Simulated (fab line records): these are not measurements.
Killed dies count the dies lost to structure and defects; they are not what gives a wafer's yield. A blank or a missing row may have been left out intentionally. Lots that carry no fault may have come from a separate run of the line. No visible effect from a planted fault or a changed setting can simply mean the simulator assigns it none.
Lot-split experiment    flow gf180mcu    5 lots, 21 wafers read, on a route of 602 steps

== THE SPLIT ITSELF ==
At GF_M3_METAL_ETCH_16 (etches the open film in Cl2/BCl3, stops on SiO2, target depth 627.5 nm, time 104.6 s), the setting time_s was moved away from the recipe's 104.6 s on 7 of the 21 wafers read, by -10.6% to +9.9%. All remaining wafers had this setting at the recipe value.

The reading comes from the split's own step.

== THE READING ==
KrF_of_M3_COAT_09.thk_nm (the simulator's own value, which no gauge read), in nm, at GF_M3_METAL_ETCH_16 (etches the open film in Cl2/BCl3, stops on SiO2, target depth 627.5 nm, time 104.6 s). The file gives no usual value for it. Here, 14 wafers ran the recipe; their average is 736.5 nm with a standard deviation of 3.7 nm.

wafer   tool, chamber at the split  time_s as run, s  against the recipe  KrF_of_M3_COAT_09.thk_nm, nm  against lot-mates on the recipe
L076.3  rie_metal-03, 0             104.6             recipe              738.5                         -
L076.4  rie_metal-03, 1             104.6             recipe              742.6                         -
L076.6  rie_metal-03, 0             104.6             recipe              735.9                         -
L075.1  rie_metal-04, 1             93.53             -10.6%              759.2                         +25.0
L075.3  rie_metal-04, 0             93.53             -10.6%              764.9                         +30.7
L075.4  rie_metal-04, 1             104.6             recipe              730.5                         -
L075.5  rie_metal-04, 0             104.6             recipe              737.9                         -
L075.6  rie_metal-04, 1             93.53             -10.6%              755.9                         +21.7
L079.2  rie_metal-02, 1             104.6             recipe              734.3                         -
L079.3  rie_metal-02, 0             113               +8.0%               715.9                         -16.4
L079.4  rie_metal-02, 1             104.6             recipe              730.4                         -
L079.5  rie_metal-02, 1             113               +8.0%               713.2                         -19.1
L079.6  rie_metal-02, 0             113               +8.0%               712.1                         -20.2
L083.1  rie_metal-03, 0             104.6             recipe              733.5                         -
L083.2  rie_metal-03, 1             104.6             recipe              742                           -
L083.3  rie_metal-03, 0             104.6             recipe              736.6                         -
L083.5  rie_metal-03, 0             104.6             recipe              735.7                         -
L083.6  rie_metal-03, 1             104.6             recipe              739.7                         -
L084.2  rie_metal-04, 0             115               +9.9%               715.5                         -21.1
L084.4  rie_metal-04, 0             104.6             recipe              739.8                         -
L084.6  rie_metal-04, 1             104.6             recipe              733.5                         -

THE FIT
A straight line over all 21 wafers: KrF_of_M3_COAT_09.thk_nm changes by -2.39 nm for each +1% of time_s; r = -0.96; the points scatter about the line by 3.9 nm.
The same after taking each lot's own level away (the mean of its wafers on the recipe; 21 wafers): -2.35 nm for each +1%; r = -0.98; scatter 3.1 nm.
On that fit, the largest move of time_s shifts the reading by 25 nm.
From 732.35 to 739.00 nm: that is the span of the lots' own levels, equal to 1.8 times the standard deviation above.
Consequently the slope shifts little with the lot-to-lot level, the two slopes agreeing.
Check: for one of the wafers moved furthest among these (-10.6%), held out of the fit, the line's prediction against its lot-mates is +25.2 nm. It came out at +25 nm against them.

== OTHER SPLITS APPLIED TO THESE WAFERS ==
These wafers also went through other splits before the reading. Each is held against what the fit with the lots' levels taken away leaves over:
other split on the same wafers  wafers away from the commonest value  r with KrF_of_M3_COAT_09.thk_nm (lot level and that fit taken away)
GF_V2_EXPOSE_11 dose_mj         9                                     +0.09
GF_M3_SPUTTER_04 power_w        3                                     +0.35

== THE WHOLE CHAIN: every reading that the file lists as answering this split, in the file's order ==
step                 what it does                                                                          reading                                                                    change (the file's fit)               r (the file's)
GF_M3_METAL_ETCH_16  etches the open film in Cl2/BCl3, stops on SiO2, target depth 627.5 nm, time 104.6 s  KrF_of_M3_COAT_09.thk_nm (the simulator's own value, which no gauge read)  -2.33 nm for each +1% of the setting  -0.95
GF_M3_STRIP_17       strips in O2/N2                                                                       strip_time_to_endpoint_s                                                   withheld for each +1% of the setting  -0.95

== FILE'S OWN FIT ==
KrF_of_M3_COAT_09.thk_nm changes by -2.33 nm for each +1% of time_s, r = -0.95.
